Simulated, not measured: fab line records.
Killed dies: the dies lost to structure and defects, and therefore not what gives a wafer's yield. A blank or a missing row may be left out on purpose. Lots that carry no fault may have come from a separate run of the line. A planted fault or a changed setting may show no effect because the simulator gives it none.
Comparing a struck lot with a sound one | flow sky130 | 15 steps out of a route of 708
Sound: these wafers, L815.1, L815.2, L815.4. Wafers struck: L814.3, L814.4, L814.5. The cause is given at the end.
Per side, at each step with rows, come the tool, then ch with its chambers, and then its first start. Under that, the readings that differ: sound wafers | struck wafers | difference of the means | sigmas: that difference in standard deviations of wafers without a fault.
alike: words and numbers the same on both sides, and readings whose means are apart by under 2 such deviations; not compared: readings that were withheld, readings missing a value for some wafer, numbers with overlapping values and no deviation given by the record, and bounds like >300 which may hide the same value.
A row with sigmas, a row that says differs or no value, or rows on one side alone: a step with any of these is where the two part. Non-overlapping numbers with no deviation appear without sigmas and do not part them. A reading missing from all wafers of one side parts the sides only when that side holds two or more wafers.

first, 4 steps without rows for these wafers: SKY_LI_CONTACT_SOFTBAKE_08 (time 90 s); SKY_LI_CONTACT_EXPOSE_09 (exposes mask LICM1, target cd 170 nm); SKY_LI_CONTACT_PEB_10; SKY_LI_CONTACT_DEVELOP_11 (develop time 60 s).
SKY_LI_CONTACT_CD_MEAS_12: the cd target is 170 nm.
  sound on cd sem-02 at day 34 05:52; struck on cd sem-02 at day 34 04:19
  alike: cd nm
SKY_LI_CONTACT_OVL_MEAS_13:
  sound on overlay-01 at day 34 05:59; struck on overlay-01 at day 34 04:24
  alike: LI_CONTACT_OVL
SKY_LI_CONTACT_ETCH_14: etches BARC in N2/H2, stops on SiO2, time 45.9 s, target depth 60 nm.
  sound on rie diel-04 ch 0,1,2, day 34 06:01; struck on rie diel-01 ch 0,1, day 34 04:25
  alike: drypump motor current A, oes product au, throttle valve pct
  not compared: rf hours counter h
SKY_LI_CONTACT_ETCH_15: etches PSG in C4F8/O2/Ar, stops on Si, target depth 600 nm.
  sound on rie diel-04 ch 0,1,2, day 34 06:04; struck on rie diel-01 ch 0,1, day 34 04:28
  alike: oes product au
SKY_LI_CONTACT_STRIP_16: strips in O2/N2.
  sound on plasma asher-01 ch 0,1, day 34 06:09; struck on plasma asher-03 ch 0,1, day 34 04:35
  alike: drypump motor current A, oes product au, strip time to endpoint s
  not compared: rf hours counter h
then, 2 steps without rows for these wafers: SKY_LI_CONTACT_CLEAN_17 (cleans in NMP, time 600 s); SKY_LI_CONTACT_PRE_CLEAN_18 (time 5.6 s).
SKY_LI_CONTACT_SPUTTER_19: material Ti, target thk 20 nm, time 106.37 s.
  sound on pvd sputter-01 at day 34 06:28; struck on pvd sputter-01 at day 34 04:50
  alike: cathode dc power W, chamber pressure pa, throttle valve pct
SKY_LI_CONTACT_SPUTTER_20: material TiN, target thk 20 nm, time 80 s.
  sound on pvd sputter-01 at day 34 06:32; struck on pvd sputter-01 at day 34 04:55
  no value came back on the struck wafers for cathode dc power W (W), chamber pressure pa (Pa), throttle valve pct (%); on the sound wafers cathode dc power W (W) reads 3999.1 3999.8 4000.1
SKY_LI_CONTACT_CVD_21: deposits W, target thk 400 nm, time 120.56 s.
  sound on cvd w-02 ch 0,1, day 34 06:36; struck on cvd w-01 ch 0,1, day 34 05:01
  alike: chamber pressure Torr, heater power w
SKY_PAD_OPEN_PROBE_99:
  rows exist in the record for the sound wafers here (prober-02, day 49 10:16), none for the struck ones

== WHERE THEY PART ==
Last at SKY_PAD_OPEN_PROBE_99 as far as this record goes, first at SKY_LI_CONTACT_SPUTTER_20.

WHY: the cause the simulator had injected
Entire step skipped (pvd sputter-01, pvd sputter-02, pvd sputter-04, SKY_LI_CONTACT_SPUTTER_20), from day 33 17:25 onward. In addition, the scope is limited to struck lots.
